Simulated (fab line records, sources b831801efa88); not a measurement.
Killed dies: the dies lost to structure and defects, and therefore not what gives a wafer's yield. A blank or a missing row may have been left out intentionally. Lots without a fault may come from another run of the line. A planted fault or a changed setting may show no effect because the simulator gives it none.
fab line records -- flow sky130 -- part 1 of 2: steps 1 to 32 of 40
[record] lots = 5, wafers = 15, last-day = 49
route steps=708 shown VIA3@597 METAL4@598 CAP2M@603
lots with no fault: from the same line, run without faults
start-h: hours from the record's first day to the start of the lot's first wafer shown -- wait-h: how many hours have passed since the lot's step before this one -- " the same as in the row above -- L1.1+2: a row that stands for several wafers -- - no value, or no start given -- * or withheld: withheld -- < > ~ a bound
route shown NAME@n: a module of which the file shows steps, and the number in the route of the first -- usual: mean/standard deviation taken from wafers without a fault -- same: alike in all rows -- chamber/n: place in a boat -- sites: readings site by site -- _std_site: standard deviation of those values -- _edge_site: the outer-site mean with the inner-site mean subtracted -- radius-mm: for every site, how far away it sits from the centre of the wafer -- mask NAME#n: copy n -- behind: the last tool/chamber to shape the wafer -- hold: the reason the lot was held/the length of the hold in hours/how it ended -- device: the n, p or np transistor that did not switch -- end of line: the same wafers' tests at the end of the route -- a step given without rows: its recipe and nothing more -- killed: dies lost to structure and defects at the first sort, not the wafer's yield -- map: the dies of a wafer, with x for killed, . for not killed, _ for no die there
set.NAME: the setting the step ran with; set.NAME@STEP: the setting that earlier step ran with -- model.NAME: the simulator's own value behind a step, which no gauge read
lots seen at some steps along the route; tables by step, rows by wafer
services: from which hour (start-h, from the record's first day; less than 0 if before it) a tool's chamber was out of use, for how many hours, and why
[[steps]]
[step SKY_VIA3_CMP_24]
[recipe] stop-on = SiO2, t-overpolish-s = 20, down-force-psi = 3.5, platen-rpm = 60, target-thk-nm = 0, pad-velocity-m-s = 0.94248
[usual] motor-current-A = 10.4/0.88, overpolish-run-s = 20.002/0.0096, time-to-endpoint-s = 94/3.8
lot.wafer,tool,chamber,start-h,wait-h,motor-current-A,overpolish-run-s,time-to-endpoint-s
L075.1,cmp-01,3,929.09,0.1,9.6,19.989,99
L075.4,cmp-01,1,929.09,0.1,11.1,20.003,95
L075.6,cmp-01,3,929.09,0.1,9.7,19.997,97
L089.3,cmp-01,1,1025.10,0.1,10.9,19.986,89
L089.1,cmp-01,2,1025.10,0.1,9.9,19.996,86
L089.5,cmp-01,3,1025.10,0.1,9.4,19.989,90
L090.4,cmp-02,0,1040.48,0.0,10.4,19.999,93
L090.3,cmp-02,1,1040.48,0.0,9.6,20.010,92
L090.5,cmp-02,1,1040.48,0.0,9.0,20.018,92
L091.4,cmp-01,0,1043.18,0.1,11.7,19.994,93
L091.5,cmp-01,2,1043.18,0.1,9.3,20.003,89
L091.6,cmp-01,3,1043.18,0.1,9.4,20.009,90
L096.4,cmp-01,1,1068.31,0.1,10.6,19.993,97
L096.2,cmp-01,3,1068.31,0.1,9.1,19.985,101
L096.6,cmp-01,1,1068.31,0.1,10.7,20.006,95
[step SKY_METAL4_SPUTTER_00]
[recipe] material = Ti, target-thk-nm = 15, power-w = 3000, time-s = 10, chamber-pressure-pa = 0.4
[usual] throttle-valve-pct = 30.1/1.3
lot.wafer,tool,chamber,start-h,wait-h,throttle-valve-pct
L075.1,pvd-sputter-04,-,929.39,0.2,29.4
L075.4,pvd-sputter-04,-,929.39,0.2,30.4
L075.6,pvd-sputter-04,-,929.39,0.2,30.7
L089.1,pvd-sputter-02,-,1025.30,0.1,28.7
L089.3,pvd-sputter-02,-,1025.30,0.1,28.2
L089.5,pvd-sputter-02,-,1025.30,0.1,29.1
L090.3,pvd-sputter-02,-,1040.78,0.2,28.1
L090.4,pvd-sputter-02,-,1040.78,0.2,31.5
L090.5,pvd-sputter-02,-,1040.78,0.2,29.2
L091.4,pvd-sputter-04,-,1043.38,0.1,29.4
L091.5,pvd-sputter-04,-,1043.38,0.1,29.9
L091.6,pvd-sputter-04,-,1043.38,0.1,31.2
L096.2,pvd-sputter-03,-,1068.56,0.1,28.3
L096.4,pvd-sputter-03,-,1068.56,0.1,32.1
L096.6,pvd-sputter-03,-,1068.56,0.1,30.9
[step SKY_METAL4_SPUTTER_01]
[recipe] material = TiN, target-thk-nm = 20, power-w = 6500, time-s = 16.7, chamber-pressure-pa = 0.4
[usual] throttle-valve-pct = 30.1/1.3
lot.wafer,tool,chamber,start-h,wait-h,throttle-valve-pct
L075.1,pvd-sputter-04,-,929.41,0.0,29.6
L075.4,pvd-sputter-04,-,929.41,0.0,30.4
L075.6,pvd-sputter-04,-,929.41,0.0,31.0
L089.1,pvd-sputter-02,-,1025.32,0.0,29.1
L089.3,pvd-sputter-02,-,1025.32,0.0,28.0
L089.5,pvd-sputter-02,-,1025.32,0.0,29.0
L090.3,pvd-sputter-02,-,1040.80,0.0,28.4
L090.4,pvd-sputter-02,-,1040.80,0.0,31.5
L090.5,pvd-sputter-02,-,1040.80,0.0,29.1
L091.4,pvd-sputter-04,-,1043.40,0.0,29.4
L091.5,pvd-sputter-04,-,1043.40,0.0,29.6
L091.6,pvd-sputter-04,-,1043.40,0.0,30.9
L096.2,pvd-sputter-03,-,1068.58,0.0,28.3
L096.4,pvd-sputter-03,-,1068.58,0.0,32.3
L096.6,pvd-sputter-03,-,1068.58,0.0,30.4
[step SKY_METAL4_SPUTTER_02]
[recipe] material = AlCu, target-thk-nm = 735, power-w = 10600, time-s = 39.1, chamber-pressure-pa = 0.4
[usual] throttle-valve-pct = 30.1/1.3
lot.wafer,tool,chamber,start-h,wait-h,throttle-valve-pct
L075.1,pvd-sputter-04,-,929.44,0.0,29.3
L075.4,pvd-sputter-04,-,929.44,0.0,30.2
L075.6,pvd-sputter-04,-,929.44,0.0,31.0
L089.1,pvd-sputter-02,-,1025.35,0.0,29.2
L089.3,pvd-sputter-02,-,1025.35,0.0,28.0
L089.5,pvd-sputter-02,-,1025.35,0.0,29.1
L090.3,pvd-sputter-02,-,1040.83,0.0,28.0
L090.4,pvd-sputter-02,-,1040.83,0.0,31.4
L090.5,pvd-sputter-02,-,1040.83,0.0,29.3
L091.4,pvd-sputter-04,-,1043.43,0.0,29.8
L091.5,pvd-sputter-04,-,1043.43,0.0,29.4
L091.6,pvd-sputter-04,-,1043.43,0.0,30.9
L096.2,pvd-sputter-03,-,1068.60,0.0,28.5
L096.4,pvd-sputter-03,-,1068.60,0.0,32.2
L096.6,pvd-sputter-03,-,1068.60,0.0,30.9
[step SKY_METAL4_SPUTTER_03]
[recipe] material = Ti, target-thk-nm = 5, power-w = 3000, time-s = 3.3, chamber-pressure-pa = 0.4
[usual] throttle-valve-pct = 30.1/1.3
lot.wafer,tool,chamber,start-h,wait-h,throttle-valve-pct
L075.1,pvd-sputter-04,-,929.48,0.0,29.6
L075.4,pvd-sputter-04,-,929.48,0.0,30.6
L075.6,pvd-sputter-04,-,929.48,0.0,30.9
L089.1,pvd-sputter-02,-,1025.38,0.0,28.8
L089.3,pvd-sputter-02,-,1025.38,0.0,28.3
L089.5,pvd-sputter-02,-,1025.38,0.0,29.1
L090.3,pvd-sputter-02,-,1040.87,0.0,28.0
L090.4,pvd-sputter-02,-,1040.87,0.0,31.7
L090.5,pvd-sputter-02,-,1040.87,0.0,29.4
L091.4,pvd-sputter-04,-,1043.47,0.0,29.4
L091.5,pvd-sputter-04,-,1043.47,0.0,29.7
L091.6,pvd-sputter-04,-,1043.47,0.0,31.2
L096.2,pvd-sputter-03,-,1068.64,0.0,28.3
L096.4,pvd-sputter-03,-,1068.64,0.0,32.0
L096.6,pvd-sputter-03,-,1068.64,0.0,30.8
[step SKY_METAL4_SPUTTER_04]
[recipe] material = TiN, target-thk-nm = 70, power-w = 6500, time-s = 58.3, chamber-pressure-pa = 0.4
[usual] throttle-valve-pct = 30.1/1.3
lot.wafer,tool,chamber,start-h,wait-h,throttle-valve-pct
L075.1,pvd-sputter-04,-,929.49,0.0,29.4
L075.4,pvd-sputter-04,-,929.49,0.0,30.8
L075.6,pvd-sputter-04,-,929.49,0.0,31.1
L089.1,pvd-sputter-02,-,1025.40,0.0,29.1
L089.3,pvd-sputter-02,-,1025.40,0.0,28.3
L089.5,pvd-sputter-02,-,1025.40,0.0,29.1
L090.3,pvd-sputter-02,-,1040.89,0.0,28.2
L090.4,pvd-sputter-02,-,1040.89,0.0,31.4
L090.5,pvd-sputter-02,-,1040.89,0.0,29.0
L091.4,pvd-sputter-04,-,1043.49,0.0,29.7
L091.5,pvd-sputter-04,-,1043.49,0.0,29.5
L091.6,pvd-sputter-04,-,1043.49,0.0,30.8
L096.2,pvd-sputter-03,-,1068.66,0.0,28.7
L096.4,pvd-sputter-03,-,1068.66,0.0,32.3
L096.6,pvd-sputter-03,-,1068.66,0.0,30.6
[step SKY_CAP2M_CVD_00]
[recipe] material = SiO2, target-thk-nm = 15.5, temp-c = 400, time-s = withheld, rf-w = 450
[usual] heater-power-w = 700/100
lot.wafer,tool,chamber,start-h,wait-h,heater-power-w
L075.1,pecvd-03,0,929.54,0.0,536
L075.4,pecvd-03,1,929.54,0.0,671
L075.6,pecvd-03,0,929.54,0.0,523
L089.1,pecvd-03,2,1025.45,0.0,604
L089.3,pecvd-03,1,1025.45,0.0,716
L089.5,pecvd-03,1,1025.45,0.0,721
L090.3,pecvd-02,0,1040.94,0.0,668
L090.4,pecvd-02,0,1040.94,0.0,696
L090.5,pecvd-02,1,1040.94,0.0,800
L091.4,pecvd-02,0,1043.55,0.0,750
L091.5,pecvd-02,2,1043.55,0.0,724
L091.6,pecvd-02,1,1043.55,0.0,764
L096.2,pecvd-02,2,1068.71,0.0,761
L096.4,pecvd-02,2,1068.71,0.0,754
L096.6,pecvd-02,0,1068.71,0.0,805
[step SKY_CAP2M_THK_MEAS_01]
[recipe] reads = SiO2_of_CAP2M_CVD_00
[usual] CAP2M_CVD_00_THK = 15.48/0.22
lot.wafer,tool,chamber,start-h,wait-h,CAP2M_CVD_00_THK[nm]
L075.1,film-metro-04,-,929.56,-,15.48
L075.4,film-metro-04,-,929.56,-,15.33
L075.6,film-metro-04,-,929.56,-,15.87
L089.1,film-metro-04,-,1025.47,-,15.37
L089.3,film-metro-04,-,1025.47,-,14.95
L089.5,film-metro-04,-,1025.47,-,15.39
L090.3,film-metro-01,-,1040.98,-,15.62
L090.4,film-metro-01,-,1040.98,-,15.60
L090.5,film-metro-01,-,1040.98,-,15.53
L091.4,film-metro-03,-,1043.59,-,15.95
L091.5,film-metro-03,-,1043.59,-,15.58
L091.6,film-metro-03,-,1043.59,-,15.57
L096.2,film-metro-04,-,1068.74,-,15.17
L096.4,film-metro-04,-,1068.74,-,15.58
L096.6,film-metro-04,-,1068.74,-,15.58
[step SKY_CAP2M_SPUTTER_02]
[recipe] material = TiN, target-thk-nm = 200, temp-c = 300, power-w = 6500, time-s = 166.7, chamber-pressure-pa = 0.4
[usual] throttle-valve-pct = 30.2/0.86
lot.wafer,tool,chamber,start-h,wait-h,throttle-valve-pct
L075.1,pvd-sputter-01,-,929.62,0.1,30.3
L075.4,pvd-sputter-01,-,929.62,0.1,31.1
L075.6,pvd-sputter-01,-,929.62,0.1,29.9
L089.1,pvd-sputter-01,-,1025.53,0.1,29.0
L089.3,pvd-sputter-01,-,1025.53,0.1,30.2
L089.5,pvd-sputter-01,-,1025.53,0.1,29.1
L090.3,pvd-sputter-01,-,1041.02,0.0,30.3
L090.4,pvd-sputter-01,-,1041.02,0.0,30.8
L090.5,pvd-sputter-01,-,1041.02,0.0,30.2
L091.4,pvd-sputter-01,-,1043.62,0.0,30.4
L091.5,pvd-sputter-01,-,1043.62,0.0,29.2
L091.6,pvd-sputter-01,-,1043.62,0.0,30.3
L096.2,pvd-sputter-04,-,1068.79,0.0,29.3
L096.4,pvd-sputter-04,-,1068.79,0.0,29.7
L096.6,pvd-sputter-04,-,1068.79,0.0,31.0
[step SKY_CAP2M_RS_MEAS_03]
[recipe] thk-meas-gauge = four-point-probe, reads = TiN_of_CAP2M_SPUTTER_02
[usual] CAP2M_TIN_RS = 6.88/0.072
lot.wafer,tool,chamber,start-h,wait-h,CAP2M_TIN_RS[ohm/sq]
L075.1,film-metro-01,-,929.73,0.1,6.87
L075.4,film-metro-01,-,929.73,0.1,6.90
L075.6,film-metro-01,-,929.73,0.1,6.89
L089.1,film-metro-01,-,1025.64,0.1,6.93
L089.3,film-metro-01,-,1025.64,0.1,6.93
L089.5,film-metro-01,-,1025.64,0.1,6.94
L090.3,film-metro-03,-,1041.17,0.1,6.86
L090.4,film-metro-03,-,1041.17,0.1,6.81
L090.5,film-metro-03,-,1041.17,0.1,6.83
L091.4,film-metro-04,-,1043.79,0.1,6.85
L091.5,film-metro-04,-,1043.79,0.1,6.92
L091.6,film-metro-04,-,1043.79,0.1,6.86
L096.2,film-metro-03,-,1068.92,0.1,7.01
L096.4,film-metro-03,-,1068.92,0.1,6.94
L096.6,film-metro-03,-,1068.92,0.1,6.94
[step SKY_CAP2M_THK_MEAS_04]
[recipe] thk-meas-gauge = xrf, reads = TiN_of_CAP2M_SPUTTER_02
[usual] CAP2M_TIN_THK = 196.9/2.3
lot.wafer,tool,chamber,start-h,wait-h,CAP2M_TIN_THK[nm]
L075.1,film-metro-01,-,929.85,0.1,198.1
L075.4,film-metro-01,-,929.85,0.1,197.6
L075.6,film-metro-01,-,929.85,0.1,197.5
L089.1,film-metro-01,-,1025.76,0.1,195.5
L089.3,film-metro-01,-,1025.76,0.1,196.5
L089.5,film-metro-01,-,1025.76,0.1,194.9
L090.3,film-metro-03,-,1041.27,0.1,199.1
L090.4,film-metro-03,-,1041.27,0.1,199.2
L090.5,film-metro-03,-,1041.27,0.1,199.3
L091.4,film-metro-04,-,1043.88,0.1,196.8
L091.5,film-metro-04,-,1043.88,0.1,194.9
L091.6,film-metro-04,-,1043.88,0.1,195.6
L096.2,film-metro-03,-,1069.03,0.1,194.4
L096.4,film-metro-03,-,1069.03,0.1,196.8
L096.6,film-metro-03,-,1069.03,0.1,196.1
[step SKY_CAP2M_DEHYDRATE_05]
[recipe] temp-c = 200, time-s = 60
lot.wafer,tool,chamber,start-h,wait-h
L075.1+4+6,litho-track-01,0,940.83,11.0
L089.1+3+5,litho-track-02,0,1035.99,10.2
L090.3+4+5,litho-track-02,0,1052.39,11.1
L091.4+5+6,litho-track-02,0,1054.92,11.0
L096.2+4+6,litho-track-01,0,1079.35,10.3
[step SKY_CAP2M_HMDS_06]
[recipe] prime-time-s = 60, prime-temp-c = 120
[same] prime-time-s = 60
lot.wafer,tool,chamber,start-h,wait-h
L075.1+4+6,litho-track-01,0,940.98,0.1
L089.1+3+5,litho-track-02,0,1036.14,0.1
L090.3+4+5,litho-track-02,0,1052.54,0.1
L091.4+5+6,litho-track-02,0,1055.07,0.1
L096.2+4+6,litho-track-01,0,1079.50,0.1
[step SKY_CAP2M_COAT_07]
[recipe] resist = NOVOLAK, spin-rpm = 3000, resist-thk-nm = 1140
lot.wafer,tool,chamber,start-h,wait-h
L075.1+4+6,litho-track-01,0,941.13,0.1
L089.1+3+5,litho-track-02,0,1036.29,0.1
L090.3+4+5,litho-track-02,0,1052.69,0.1
L091.4+5+6,litho-track-02,0,1055.22,0.1
L096.2+4+6,litho-track-01,0,1079.65,0.1
[step SKY_CAP2M_SOFTBAKE_08]
[recipe] temp-c = 90, time-s = 60, resist = NOVOLAK
lot.wafer,tool,chamber,start-h,wait-h
L075.1+4+6,litho-track-01,0,941.28,0.1
L089.1+3+5,litho-track-02,0,1036.44,0.1
L090.3+4+5,litho-track-02,0,1052.84,0.1
L091.4+5+6,litho-track-02,0,1055.37,0.1
L096.2+4+6,litho-track-01,0,1079.80,0.1
[step SKY_CAP2M_EXPOSE_09]
[recipe] mask-id = CAP2M, na = 0.6, source-shape = conventional, sigma-outer = 0.6, polarization = unpolarized, target-cd-nm = 1000, dose-mj = 159
lot.wafer,tool,chamber,start-h,wait-h,mask
L075.1+4+6,iline-stepper-02,0,-,-,CAP2M#0
L089.1+3+5,iline-stepper-02,0,-,-,CAP2M#0
L090.3+4+5,iline-stepper-02,0,-,-,CAP2M#0
L091.4+5+6,iline-stepper-01,0,-,-,CAP2M#0
L096.2+4+6,iline-stepper-02,0,-,-,CAP2M#0
[step SKY_CAP2M_PEB_10]
[recipe] temp-c = withheld, time-s = *, resist = NOVOLAK
lot.wafer,tool,chamber,start-h,wait-h
L075.1+4+6,litho-track-03,0,-,-
L089.1+3+5,litho-track-01,0,-,-
L090.3+4+5,litho-track-01,0,-,-
L091.4+5+6,litho-track-03,0,-,-
L096.2+4+6,litho-track-03,0,-,-
[step SKY_CAP2M_DEVELOP_11]
[recipe] resist = NOVOLAK, developer = TMAH, develop-time-s = 60, dev-temp-c = 23
lot.wafer,tool,chamber,start-h,wait-h
L075.1+4+6,litho-track-03,0,954.08,0.1
L089.1+3+5,litho-track-01,0,1048.08,0.1
L090.3+4+5,litho-track-01,0,1062.93,0.1
L091.4+5+6,litho-track-03,0,1065.66,0.1
L096.2+4+6,litho-track-03,0,1089.81,0.1
[step SKY_CAP2M_OVL_MEAS_12]
[usual] CAP2M_OVL = -0.4/1.4
lot.wafer,tool,chamber,start-h,wait-h,CAP2M_OVL[nm]
L075.1,overlay-01,-,954.23,0.1,2.8
L075.4,overlay-01,-,954.23,0.1,-0.4
L075.6,overlay-01,-,954.23,0.1,1.2
L089.1,overlay-02,-,1048.23,0.1,0.2
L089.3,overlay-02,-,1048.23,0.1,-1.3
L089.5,overlay-02,-,1048.23,0.1,-0.1
L090.3,overlay-01,-,1063.04,0.1,0.5
L090.4,overlay-01,-,1063.04,0.1,0.0
L090.5,overlay-01,-,1063.04,0.1,0.3
L091.4,overlay-01,-,1065.75,0.1,0.6
L091.5,overlay-01,-,1065.75,0.1,-1.9
L091.6,overlay-01,-,1065.75,0.1,-0.9
L096.2,overlay-02,-,1089.94,0.1,0.9
L096.4,overlay-02,-,1089.94,0.1,0.9
L096.6,overlay-02,-,1089.94,0.1,1.3
[step SKY_CAP2M_METAL_ETCH_13]
[recipe] target-depth-nm = 220, stop-on = SiO2, chemistry = Cl2/BCl3, target = TiN, pressure-mtorr = 10, icp-w = 900, bias-w = 48.5, Cl2_flow_sccm = 60, bcl3-flow-sccm = 30, time-s = 62.9
[usual] drypump-motor-current-A = 5.5/0.64, oes-product-au = 0.943/0.0075, throttle-valve-pct = 21.901/0.0096
lot.wafer,tool,chamber,start-h,wait-h,drypump-motor-current-A,oes-product-au,rf-hours-counter-h,throttle-valve-pct
L075.1,rie-metal-04,0,954.27,0.0,5.4,0.939,11,21.908
L075.4,rie-metal-04,1,954.27,0.0,6.0,0.936,-,21.893
L075.6,rie-metal-04,0,954.27,0.0,5.4,0.949,-,21.911
L089.1,rie-metal-02,0,1048.27,0.0,5.2,0.946,18,21.917
L089.3,rie-metal-02,0,1048.27,0.0,5.2,0.943,-,21.904
L089.5,rie-metal-02,0,1048.27,0.0,5.2,0.939,-,21.905
L090.3,rie-metal-02,0,1063.10,0.1,5.2,0.945,-,21.900
L090.4,rie-metal-02,1,1063.10,0.1,4.8,0.947,-,21.885
L090.5,rie-metal-02,1,1063.10,0.1,4.8,0.944,-,21.898
L091.4,rie-metal-02,0,1065.80,0.0,5.2,0.943,-,21.904
L091.5,rie-metal-02,0,1065.80,0.0,5.2,0.947,-,21.910
L091.6,rie-metal-02,1,1065.80,0.0,4.8,0.945,-,21.902
L096.2,rie-metal-03,1,1089.97,0.0,6.7,0.929,18,21.902
L096.4,rie-metal-03,0,1089.97,0.0,5.4,0.941,-,21.902
L096.6,rie-metal-03,1,1089.97,0.0,6.7,0.933,-,21.896
[step SKY_CAP2M_STRIP_14]
[recipe] chemistry = O2/N2, power-w = 1400, pressure-mtorr = 1500, platen-temp-c = withheld, o2-flow-sccm = 3000, n2-flow-sccm = 300, overash-fraction = 0.5
[usual] drypump-motor-current-A = 5.4/0.34, oes-product-au = 0.711/0.0046, strip-time-to-endpoint-s = 12.64/0.04
lot.wafer,tool,chamber,start-h,wait-h,drypump-motor-current-A,oes-product-au,rf-hours-counter-h,strip-time-to-endpoint-s
L075.1,plasma-asher-04,0,954.35,0.1,5.4,0.705,117,12.67
L075.4,plasma-asher-04,1,954.35,0.1,4.9,0.706,-,12.65
L075.6,plasma-asher-04,1,954.35,0.1,4.9,0.710,-,12.67
L089.1,plasma-asher-03,1,1048.34,0.1,5.9,0.707,59,12.59
L089.3,plasma-asher-03,1,1048.34,0.1,5.9,0.715,-,12.59
L089.5,plasma-asher-03,0,1048.34,0.1,5.5,0.717,-,12.64
L090.3,plasma-asher-03,1,1063.20,0.1,5.9,0.710,-,12.67
L090.4,plasma-asher-03,0,1063.20,0.1,5.5,0.722,-,12.68
L090.5,plasma-asher-03,0,1063.20,0.1,5.5,0.716,-,12.69
L091.4,plasma-asher-02,1,1065.91,0.1,5.6,0.717,-,12.72
L091.5,plasma-asher-02,0,1065.91,0.1,5.7,0.706,-,12.67
L091.6,plasma-asher-02,1,1065.91,0.1,5.6,0.714,-,12.66
L096.2,plasma-asher-04,1,1090.05,0.1,4.9,0.713,2,12.62
L096.4,plasma-asher-04,0,1090.05,0.1,5.4,0.710,-,12.65
L096.6,plasma-asher-04,1,1090.05,0.1,4.9,0.706,-,12.66
[step SKY_CAP2M_STRIP_15]
[recipe] chemistry = post-etch-residue-remover, time-s = 1200, temp-c = 72.5
[usual] bath-guard-temp-C = 72.6/0.48
lot.wafer,tool,chamber,start-h,wait-h,bath-guard-temp-C
L075.1,wet-bench-03,1,954.45,0.1,73.0
L075.4,wet-bench-03,1,954.45,0.1,72.8
L075.6,wet-bench-03,1,954.45,0.1,72.9
L089.1,wet-bench-04,3,1048.44,0.1,73.0
L089.3,wet-bench-04,3,1048.44,0.1,73.4
L089.5,wet-bench-04,3,1048.44,0.1,73.1
L090.3,wet-bench-04,0,1063.27,0.0,72.0
L090.4,wet-bench-04,0,1063.27,0.0,71.8
L090.5,wet-bench-04,0,1063.27,0.0,72.2
L091.4,wet-bench-03,1,1065.97,0.0,72.7
L091.5,wet-bench-03,1,1065.97,0.0,72.8
L091.6,wet-bench-03,1,1065.97,0.0,72.9
L096.2,wet-bench-01,3,1090.15,0.1,72.0
L096.4,wet-bench-01,3,1090.15,0.1,72.2
L096.6,wet-bench-01,3,1090.15,0.1,71.8
[step SKY_CAP2M_CLEAN_16]
[recipe] chemistry = IPA, time-s = 180, temp-c = 25
lot.wafer,tool,chamber,start-h,wait-h
L075.1+4+6,wet-bench-04,2,954.79,0.0
L089.1+3+5,wet-bench-03,0,1048.79,0.0
L090.3+4+5,wet-bench-03,0,1063.61,0.0
L091.4+5+6,wet-bench-04,1,1066.32,0.0
L096.2+4+6,wet-bench-03,2,1090.52,0.0
[step SKY_CAP2M_CLEAN_17]
[recipe] chemistry = O3/DIW, dry = n2-spin
lot.wafer,tool,chamber,start-h,wait-h
L075.1+4+6,wet-bench-01,2,954.85,0.0
L089.1+3+5,wet-bench-01,1,1048.84,0.0
L090.3+4+5,wet-bench-04,3,1063.67,0.0
L091.4+5+6,wet-bench-01,0,1066.43,0.0
L096.2+4+6,wet-bench-01,2,1090.58,0.0
[step SKY_METAL4_DEHYDRATE_05]
[recipe] temp-c = 200, time-s = 60
lot.wafer,tool,chamber,start-h,wait-h
L075.1+4+6,litho-track-01,0,965.78,10.8
L089.1+3+5,litho-track-04,0,1059.22,10.3
L090.3+4+5,litho-track-04,0,1074.42,10.7
L091.4+5+6,litho-track-03,0,1076.11,9.6
L096.2+4+6,litho-track-01,0,1100.40,9.7
[step SKY_METAL4_HMDS_06]
[recipe] prime-time-s = 60, prime-temp-c = 120
[same] prime-time-s = 60
lot.wafer,tool,chamber,start-h,wait-h
L075.1+4+6,litho-track-01,0,965.93,0.1
L089.1+3+5,litho-track-04,0,1059.37,0.1
L090.3+4+5,litho-track-04,0,1074.57,0.1
L091.4+5+6,litho-track-03,0,1076.26,0.1
L096.2+4+6,litho-track-01,0,1100.55,0.1
[step SKY_METAL4_COAT_07]
[recipe] resist = BARC, temp-c = withheld, time-s = withheld, spin-rpm = 3000, resist-thk-nm = 60
lot.wafer,tool,chamber,start-h,wait-h
L075.1+4+6,litho-track-01,0,966.08,0.1
L089.1+3+5,litho-track-04,0,1059.52,0.1
L090.3+4+5,litho-track-04,0,1074.72,0.1
L091.4+5+6,litho-track-03,0,1076.41,0.1
L096.2+4+6,litho-track-01,0,1100.70,0.1
[step SKY_METAL4_COAT_08]
[recipe] resist = KrF-thick, spin-rpm = 3000, resist-thk-nm = 1140
lot.wafer,tool,chamber,start-h,wait-h
L075.1+4+6,litho-track-01,0,-,-
L089.1+3+5,litho-track-04,0,-,-
L090.3+4+5,litho-track-04,0,-,-
L091.4+5+6,litho-track-03,0,-,-
L096.2+4+6,litho-track-01,0,-,-
[step SKY_METAL4_SOFTBAKE_09]
[recipe] temp-c = 100, time-s = 90, resist = KrF-thick
lot.wafer,tool,chamber,start-h,wait-h
L075.1+4+6,litho-track-01,0,-,-
L089.1+3+5,litho-track-04,0,-,-
L090.3+4+5,litho-track-04,0,-,-
L091.4+5+6,litho-track-03,0,-,-
L096.2+4+6,litho-track-01,0,-,-
[step SKY_METAL4_EXPOSE_10]
[recipe] mask-id = MM4, na = 0.68, source-shape = annular, sigma-inner = 0.4, sigma-outer = 0.8, target-cd-nm = 300, dose-mj = 28
lot.wafer,tool,chamber,start-h,wait-h,mask
L075.1+4+6,krf-scanner-02,0,-,-,MM4#0
L089.1+3+5,krf-scanner-01,0,-,-,MM4#0
L090.3+4+5,krf-scanner-01,0,-,-,MM4#0
L091.4+5+6,krf-scanner-01,0,-,-,MM4#0
L096.2+4+6,krf-scanner-01,0,-,-,MM4#0
[step SKY_METAL4_PEB_11]
[recipe] peb-temp-c = withheld, peb-time-s = withheld, resist = KrF-thick
lot.wafer,tool,chamber,start-h,wait-h
L075.1+4+6,litho-track-03,0,-,-
L089.1+3+5,litho-track-01,0,-,-
L090.3+4+5,litho-track-03,0,-,-
L091.4+5+6,litho-track-03,0,-,-
L096.2+4+6,litho-track-04,0,-,-
[step SKY_METAL4_DEVELOP_12]
[recipe] develop-time-s = 60, resist = KrF-thick, dev-temp-c = 21
lot.wafer,tool,chamber,start-h,wait-h
L075.1+4+6,litho-track-03,0,-,-
L089.1+3+5,litho-track-01,0,-,-
L090.3+4+5,litho-track-03,0,-,-
L091.4+5+6,litho-track-03,0,-,-
L096.2+4+6,litho-track-04,0,-,-
